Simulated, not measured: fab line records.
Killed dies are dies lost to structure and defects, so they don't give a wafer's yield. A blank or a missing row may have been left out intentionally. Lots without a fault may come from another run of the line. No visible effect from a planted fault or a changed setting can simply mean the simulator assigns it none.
What tool caused it? || flow sky130 || 11 lots with 33 wafers sampled at 5 steps, on a route of 708 steps

== WHAT THE GAUGES SHOWED, per wafer ==
The record lacks any reading of a measuring or inspecting step that a usual standard deviation could be used to judge.

== TOOL THAT RAN EACH LOT (tool first, then ch and the chambers of the sampled wafers, then the start) ==
{"lot": "L477", "SKY_FIELD_ISO_CMP_27": "cmp-01 ch 0,2,3, day 2 09:46", "SKY_DNWELL_STRIP_08": "plasma_asher-02 ch 0, day 3 03:55", "SKY_LDD_P_COAT_02": "litho_track-03 ch 0, day 18 05:32", "SKY_LDD_P_STRIP_10": "plasma_asher-01 ch 0,1, day 18 20:37", "SKY_LDD_LDN_STRIP_12": "plasma_asher-03 ch 0,1, day 22 17:02"}
{"lot": "L479", "SKY_FIELD_ISO_CMP_27": "cmp-02 ch 0,2,3, day 2 21:27", "SKY_DNWELL_STRIP_08": "plasma_asher-01 ch 0,1, day 3 17:05", "SKY_LDD_P_COAT_02": "litho_track-01 ch 0, day 19 08:19", "SKY_LDD_P_STRIP_10": "plasma_asher-01 ch 0,1, day 19 23:28", "SKY_LDD_LDN_STRIP_12": "plasma_asher-02 ch 0,1, day 23 19:52"}
{"lot": "L480", "SKY_FIELD_ISO_CMP_27": "cmp-01 ch 1,2, day 3 01:19", "SKY_DNWELL_STRIP_08": "plasma_asher-01 ch 0,1, day 3 20:40", "SKY_LDD_P_COAT_02": "litho_track-02 ch 0, day 19 20:25", "SKY_LDD_P_STRIP_10": "plasma_asher-03 ch 0,1, day 20 11:19", "SKY_LDD_LDN_STRIP_12": "plasma_asher-01 ch 0,1, day 24 09:59"}
{"lot": "L481", "SKY_FIELD_ISO_CMP_27": "cmp-01 ch 0,1, day 3 06:56", "SKY_DNWELL_STRIP_08": "plasma_asher-02 ch 0,1, day 4 02:22", "SKY_LDD_P_COAT_02": "litho_track-03 ch 0, day 19 20:52", "SKY_LDD_P_STRIP_10": "plasma_asher-01 ch 0,1, day 20 11:58", "SKY_LDD_LDN_STRIP_12": "plasma_asher-02 ch 0,1, day 24 10:04"}
{"lot": "L482", "SKY_FIELD_ISO_CMP_27": "cmp-02 ch 0,1,2, day 3 12:20", "SKY_DNWELL_STRIP_08": "plasma_asher-03 ch 0,1, day 4 07:19", "SKY_LDD_P_COAT_02": "litho_track-02 ch 0, day 20 08:14", "SKY_LDD_P_STRIP_10": "plasma_asher-03 ch 0,1, day 21 00:58", "SKY_LDD_LDN_STRIP_12": "plasma_asher-01 ch 0,1, day 24 21:07"}
{"lot": "L488", "SKY_FIELD_ISO_CMP_27": "cmp-01 ch 1,3, day 4 22:46", "SKY_DNWELL_STRIP_08": "plasma_asher-03 ch 0,1, day 5 20:43", "SKY_LDD_P_COAT_02": "litho_track-03 ch 0, day 23 09:43", "SKY_LDD_P_STRIP_10": "plasma_asher-03 ch 1, day 24 01:46", "SKY_LDD_LDN_STRIP_12": "plasma_asher-03 ch 1, day 27 18:55"}
{"lot": "L490", "SKY_FIELD_ISO_CMP_27": "cmp-01 ch 1,2,3, day 5 08:43", "SKY_DNWELL_STRIP_08": "plasma_asher-03 ch 0,1, day 6 06:04", "SKY_LDD_P_COAT_02": "litho_track-03 ch 0, day 23 14:46", "SKY_LDD_P_STRIP_10": "plasma_asher-01 ch 0,1, day 24 05:40", "SKY_LDD_LDN_STRIP_12": "plasma_asher-03 ch 0,1, day 27 22:31"}
{"lot": "L491", "SKY_FIELD_ISO_CMP_27": "cmp-01 ch 0,2,3, day 5 10:20", "SKY_DNWELL_STRIP_08": "plasma_asher-03 ch 0,1, day 6 08:53", "SKY_LDD_P_COAT_02": "litho_track-03 ch 0, day 23 20:55", "SKY_LDD_P_STRIP_10": "plasma_asher-01 ch 0,1, day 24 12:07", "SKY_LDD_LDN_STRIP_12": "plasma_asher-02 ch 0,1, day 28 03:00"}
{"lot": "L493", "SKY_FIELD_ISO_CMP_27": "cmp-02 ch 1,2,3, day 5 22:11", "SKY_DNWELL_STRIP_08": "plasma_asher-01 ch 0,1, day 6 19:40", "SKY_LDD_P_COAT_02": "litho_track-01 ch 0, day 24 12:31", "SKY_LDD_P_STRIP_10": "plasma_asher-03 ch 0,1, day 25 03:52", "SKY_LDD_LDN_STRIP_12": "plasma_asher-03 ch 0,1, day 28 20:08"}
{"lot": "L497", "SKY_FIELD_ISO_CMP_27": "cmp-01 ch 0,2,3, day 6 15:39", "SKY_DNWELL_STRIP_08": "plasma_asher-03 ch 0,1, day 7 15:25", "SKY_LDD_P_COAT_02": "litho_track-02 ch 0, day 25 14:04", "SKY_LDD_P_STRIP_10": "plasma_asher-03 ch 0,1, day 26 05:16", "SKY_LDD_LDN_STRIP_12": "plasma_asher-03 ch 0,1, day 29 20:41"}
{"lot": "L500", "SKY_FIELD_ISO_CMP_27": "cmp-02 ch 1,2,3, day 7 10:27", "SKY_DNWELL_STRIP_08": "plasma_asher-02 ch 0,1, day 8 15:13", "SKY_LDD_P_COAT_02": "litho_track-02 ch 0, day 27 11:41", "SKY_LDD_P_STRIP_10": "plasma_asher-03 ch 0,1, day 28 01:52", "SKY_LDD_LDN_STRIP_12": "plasma_asher-02 ch 0,1, day 31 14:05"}
- SKY_FIELD_ISO_CMP_27: polishes, stops on Si3N4, t overpolish 16 s, target thk 457.8 nm.
- SKY_DNWELL_STRIP_08: strips in O2/N2.
- SKY_LDD_P_COAT_02: resist thk 1140 nm.
- SKY_LDD_P_STRIP_10: strips in O2/N2.
- SKY_LDD_LDN_STRIP_12: strips in O2/N2.

== WHAT THE TOOLS THEMSELVES READ (means of the sampled wafers that have a number; where no wafer has one, the mark that the record gives instead) ==
SKY_FIELD_ISO_CMP_27.
{"lot": "L477", "tool": "cmp-01", "motor_current_A (A)": 11.9, "overpolish_run_s (s)": 16.006, "time_to_endpoint_s (s)": 114}
{"lot": "L479", "tool": "cmp-02", "motor_current_A (A)": 12.5, "overpolish_run_s (s)": 16.000, "time_to_endpoint_s (s)": 114}
{"lot": "L480", "tool": "cmp-01", "motor_current_A (A)": 12.4, "overpolish_run_s (s)": 15.988, "time_to_endpoint_s (s)": 114}
{"lot": "L481", "tool": "cmp-01", "motor_current_A (A)": 12.3, "overpolish_run_s (s)": 16.015, "time_to_endpoint_s (s)": 116}
{"lot": "L482", "tool": "cmp-02", "motor_current_A (A)": 11.7, "overpolish_run_s (s)": 16.011, "time_to_endpoint_s (s)": 112}
{"lot": "L488", "tool": "cmp-01", "motor_current_A (A)": 12.3, "overpolish_run_s (s)": 16.005, "time_to_endpoint_s (s)": 109}
{"lot": "L490", "tool": "cmp-01", "motor_current_A (A)": 12.1, "overpolish_run_s (s)": 15.991, "time_to_endpoint_s (s)": 110}
{"lot": "L491", "tool": "cmp-01", "motor_current_A (A)": 12.0, "overpolish_run_s (s)": 16.002, "time_to_endpoint_s (s)": 110}
{"lot": "L493", "tool": "cmp-02", "motor_current_A (A)": 11.5, "overpolish_run_s (s)": 15.998, "time_to_endpoint_s (s)": 117}
{"lot": "L497", "tool": "cmp-01", "motor_current_A (A)": 11.7, "overpolish_run_s (s)": 15.999, "time_to_endpoint_s (s)": 118}
{"lot": "L500", "tool": "cmp-02", "motor_current_A (A)": 11.4, "overpolish_run_s (s)": 15.998, "time_to_endpoint_s (s)": 118}

SKY_DNWELL_STRIP_08.
{"lot": "L477", "tool": "plasma_asher-02", "chamber_pressure_mTorr (mTorr)": 1500.4, "drypump_motor_current_A (A)": 5.5, "oes_product_au (a.u.)": 0.725, "strip_time_to_endpoint_s (s)": 36.72}
{"lot": "L479", "tool": "plasma_asher-01", "chamber_pressure_mTorr (mTorr)": 1500.3, "drypump_motor_current_A (A)": 5.8, "oes_product_au (a.u.)": 0.718, "strip_time_to_endpoint_s (s)": 36.85}
{"lot": "L480", "tool": "plasma_asher-01", "chamber_pressure_mTorr (mTorr)": 1500.2, "drypump_motor_current_A (A)": 5.8, "oes_product_au (a.u.)": 0.724, "strip_time_to_endpoint_s (s)": 36.99}
{"lot": "L481", "tool": "plasma_asher-02", "chamber_pressure_mTorr (mTorr)": 1500.5, "drypump_motor_current_A (A)": 6.0, "oes_product_au (a.u.)": 0.727, "strip_time_to_endpoint_s (s)": 36.94}
{"lot": "L482", "tool": "plasma_asher-03", "chamber_pressure_mTorr (mTorr)": 1501.7, "drypump_motor_current_A (A)": 5.6, "oes_product_au (a.u.)": 0.725, "strip_time_to_endpoint_s (s)": 36.85}
{"lot": "L488", "tool": "plasma_asher-03", "chamber_pressure_mTorr (mTorr)": 1498.5, "drypump_motor_current_A (A)": 5.9, "oes_product_au (a.u.)": 0.718, "strip_time_to_endpoint_s (s)": 36.79}
{"lot": "L490", "tool": "plasma_asher-03", "chamber_pressure_mTorr (mTorr)": 1500.9, "drypump_motor_current_A (A)": 5.7, "oes_product_au (a.u.)": 0.722, "strip_time_to_endpoint_s (s)": 36.89}
{"lot": "L491", "tool": "plasma_asher-03", "chamber_pressure_mTorr (mTorr)": 1500.0, "drypump_motor_current_A (A)": 5.6, "oes_product_au (a.u.)": 0.721, "strip_time_to_endpoint_s (s)": 36.92}
{"lot": "L493", "tool": "plasma_asher-01", "chamber_pressure_mTorr (mTorr)": 1499.8, "drypump_motor_current_A (A)": 5.4, "oes_product_au (a.u.)": 0.721, "strip_time_to_endpoint_s (s)": 36.95}
{"lot": "L497", "tool": "plasma_asher-03", "chamber_pressure_mTorr (mTorr)": 1500.1, "drypump_motor_current_A (A)": 5.9, "oes_product_au (a.u.)": 0.722, "strip_time_to_endpoint_s (s)": 36.99}
{"lot": "L500", "tool": "plasma_asher-02", "chamber_pressure_mTorr (mTorr)": 1500.1, "drypump_motor_current_A (A)": 5.7, "oes_product_au (a.u.)": 0.720, "strip_time_to_endpoint_s (s)": 36.86}

SKY_LDD_P_COAT_02.
{"lot": "L477", "tool": "litho_track-03", "spin_speed_rpm (rpm)": 2999.6}
{"lot": "L479", "tool": "litho_track-01", "spin_speed_rpm (rpm)": 2998.1}
{"lot": "L480", "tool": "litho_track-02", "spin_speed_rpm (rpm)": 2999.8}
{"lot": "L481", "tool": "litho_track-03", "spin_speed_rpm (rpm)": 3001.0}
{"lot": "L482", "tool": "litho_track-02", "spin_speed_rpm (rpm)": 3001.0}
{"lot": "L488", "tool": "litho_track-03", "spin_speed_rpm (rpm)": 2911.6}
{"lot": "L490", "tool": "litho_track-03", "spin_speed_rpm (rpm)": 2914.5}
{"lot": "L491", "tool": "litho_track-03", "spin_speed_rpm (rpm)": 2912.2}
{"lot": "L493", "tool": "litho_track-01", "spin_speed_rpm (rpm)": 3000.0}
{"lot": "L497", "tool": "litho_track-02", "spin_speed_rpm (rpm)": 3000.6}
{"lot": "L500", "tool": "litho_track-02", "spin_speed_rpm (rpm)": 2999.2}

SKY_LDD_P_STRIP_10.
{"lot": "L477", "tool": "plasma_asher-01", "chamber_pressure_mTorr (mTorr)": 1500.1, "drypump_motor_current_A (A)": 5.8, "oes_product_au (a.u.)": 0.714, "strip_time_to_endpoint_s (s)": 14.16}
{"lot": "L479", "tool": "plasma_asher-01", "chamber_pressure_mTorr (mTorr)": 1498.7, "drypump_motor_current_A (A)": 5.8, "oes_product_au (a.u.)": 0.717, "strip_time_to_endpoint_s (s)": 14.17}
{"lot": "L480", "tool": "plasma_asher-03", "chamber_pressure_mTorr (mTorr)": 1500.7, "drypump_motor_current_A (A)": 5.6, "oes_product_au (a.u.)": 0.717, "strip_time_to_endpoint_s (s)": 14.11}
{"lot": "L481", "tool": "plasma_asher-01", "chamber_pressure_mTorr (mTorr)": 1500.9, "drypump_motor_current_A (A)": 5.8, "oes_product_au (a.u.)": 0.712, "strip_time_to_endpoint_s (s)": 14.20}
{"lot": "L482", "tool": "plasma_asher-03", "chamber_pressure_mTorr (mTorr)": 1501.9, "drypump_motor_current_A (A)": 5.9, "oes_product_au (a.u.)": 0.719, "strip_time_to_endpoint_s (s)": 14.23}
{"lot": "L488", "tool": "plasma_asher-03", "chamber_pressure_mTorr (mTorr)": 1500.8, "drypump_motor_current_A (A)": 6.1, "oes_product_au (a.u.)": 0.716, "strip_time_to_endpoint_s (s)": 14.30}
{"lot": "L490", "tool": "plasma_asher-01", "chamber_pressure_mTorr (mTorr)": 1499.5, "drypump_motor_current_A (A)": 5.8, "oes_product_au (a.u.)": 0.713, "strip_time_to_endpoint_s (s)": 14.30}
{"lot": "L491", "tool": "plasma_asher-01", "chamber_pressure_mTorr (mTorr)": 1498.6, "drypump_motor_current_A (A)": 5.8, "oes_product_au (a.u.)": 0.713, "strip_time_to_endpoint_s (s)": 14.34}
{"lot": "L493", "tool": "plasma_asher-03", "chamber_pressure_mTorr (mTorr)": 1501.3, "drypump_motor_current_A (A)": 5.7, "oes_product_au (a.u.)": 0.714, "strip_time_to_endpoint_s (s)": 14.26}
{"lot": "L497", "tool": "plasma_asher-03", "chamber_pressure_mTorr (mTorr)": 1499.3, "drypump_motor_current_A (A)": 5.9, "oes_product_au (a.u.)": 0.719, "strip_time_to_endpoint_s (s)": 14.17}
{"lot": "L500", "tool": "plasma_asher-03", "chamber_pressure_mTorr (mTorr)": 1500.1, "drypump_motor_current_A (A)": 5.7, "oes_product_au (a.u.)": 0.716, "strip_time_to_endpoint_s (s)": 14.17}

SKY_LDD_LDN_STRIP_12.
{"lot": "L477", "tool": "plasma_asher-03", "chamber_pressure_mTorr (mTorr)": 1500.4, "drypump_motor_current_A (A)": 5.9, "oes_product_au (a.u.)": 0.716, "strip_time_to_endpoint_s (s)": 14.17}
{"lot": "L479", "tool": "plasma_asher-02", "chamber_pressure_mTorr (mTorr)": 1499.7, "drypump_motor_current_A (A)": 6.0, "oes_product_au (a.u.)": 0.713, "strip_time_to_endpoint_s (s)": 14.23}
{"lot": "L480", "tool": "plasma_asher-01", "chamber_pressure_mTorr (mTorr)": 1498.8, "drypump_motor_current_A (A)": 5.8, "oes_product_au (a.u.)": 0.711, "strip_time_to_endpoint_s (s)": 14.22}
{"lot": "L481", "tool": "plasma_asher-02", "chamber_pressure_mTorr (mTorr)": 1501.0, "drypump_motor_current_A (A)": 6.0, "oes_product_au (a.u.)": 0.717, "strip_time_to_endpoint_s (s)": 14.18}
{"lot": "L482", "tool": "plasma_asher-01", "chamber_pressure_mTorr (mTorr)": 1500.5, "drypump_motor_current_A (A)": 5.4, "oes_product_au (a.u.)": 0.718, "strip_time_to_endpoint_s (s)": 14.14}
{"lot": "L488", "tool": "plasma_asher-03", "chamber_pressure_mTorr (mTorr)": 1499.6, "drypump_motor_current_A (A)": 6.1, "oes_product_au (a.u.)": 0.718, "strip_time_to_endpoint_s (s)": 14.20}
{"lot": "L490", "tool": "plasma_asher-03", "chamber_pressure_mTorr (mTorr)": 1500.9, "drypump_motor_current_A (A)": 5.9, "oes_product_au (a.u.)": 0.717, "strip_time_to_endpoint_s (s)": 14.14}
{"lot": "L491", "tool": "plasma_asher-02", "chamber_pressure_mTorr (mTorr)": 1498.4, "drypump_motor_current_A (A)": 6.0, "oes_product_au (a.u.)": 0.717, "strip_time_to_endpoint_s (s)": 14.20}
{"lot": "L493", "tool": "plasma_asher-03", "chamber_pressure_mTorr (mTorr)": 1499.5, "drypump_motor_current_A (A)": 5.9, "oes_product_au (a.u.)": 0.712, "strip_time_to_endpoint_s (s)": 14.15}
{"lot": "L497", "tool": "plasma_asher-03", "chamber_pressure_mTorr (mTorr)": 1500.4, "drypump_motor_current_A (A)": 5.9, "oes_product_au (a.u.)": 0.716, "strip_time_to_endpoint_s (s)": 14.18}
{"lot": "L500", "tool": "plasma_asher-02", "chamber_pressure_mTorr (mTorr)": 1499.5, "drypump_motor_current_A (A)": 6.0, "oes_product_au (a.u.)": 0.715, "strip_time_to_endpoint_s (s)": 14.16}

== THE ANSWER, worked out from the rows above alone ==
Rule: the lots themselves supply what counts as usual. The widest of any qualifying gaps counts: lots, ordered by their means at a reading, are off when they make up no more than a third of the lots, leave a main group of 4 or more, and stand apart from it by 3 or more times the standard deviation of that group's means. A main group whose means are all the same, to the digits that the tables above print for the reading, isn't used. Also off: a lot with no number at a reading for which 4 or more lots have one. Where the step has rows for the other lots, those lots are counted as sound. The gauges are gone through in route order, then the tools' own readings, and for those a lot's mean is taken as printed above. The first step at which some lot is off is used, and at that step the reading that is off furthest; a lot without a number counts as furthest.
Off: L488, L490, L491, at SKY_LDD_P_COAT_02 (spin_speed_rpm). The main group has a mean of 2999.9 rpm with a standard deviation of 0.92.
A tool fits if, at that step or a process step before it, it ran every lot that is off, and no sound lot after the first of them. One candidate fits, namely litho_track-03 at SKY_LDD_P_COAT_02. A fault onset in the window from L481 (day 19 20:52, its last sound lot) to L488 (day 23 09:43, its first lot off) fits.
The tool's own readings at SKY_LDD_P_COAT_02 bear it out: on the lots that are off they differ by more than 5 times the standard deviation of the sound lots' means. spin_speed_rpm reads 2912.8 rpm there against 2999.9 rpm on the sound lots.

== WHAT THE SIMULATOR HAD INSERTED ==
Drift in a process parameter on litho_track-03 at SKY_LDD_P_COAT_02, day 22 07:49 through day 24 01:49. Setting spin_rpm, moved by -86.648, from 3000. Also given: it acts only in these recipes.
Struck lots among those shown: L488, L490, L491. This agrees with what the rule above found.
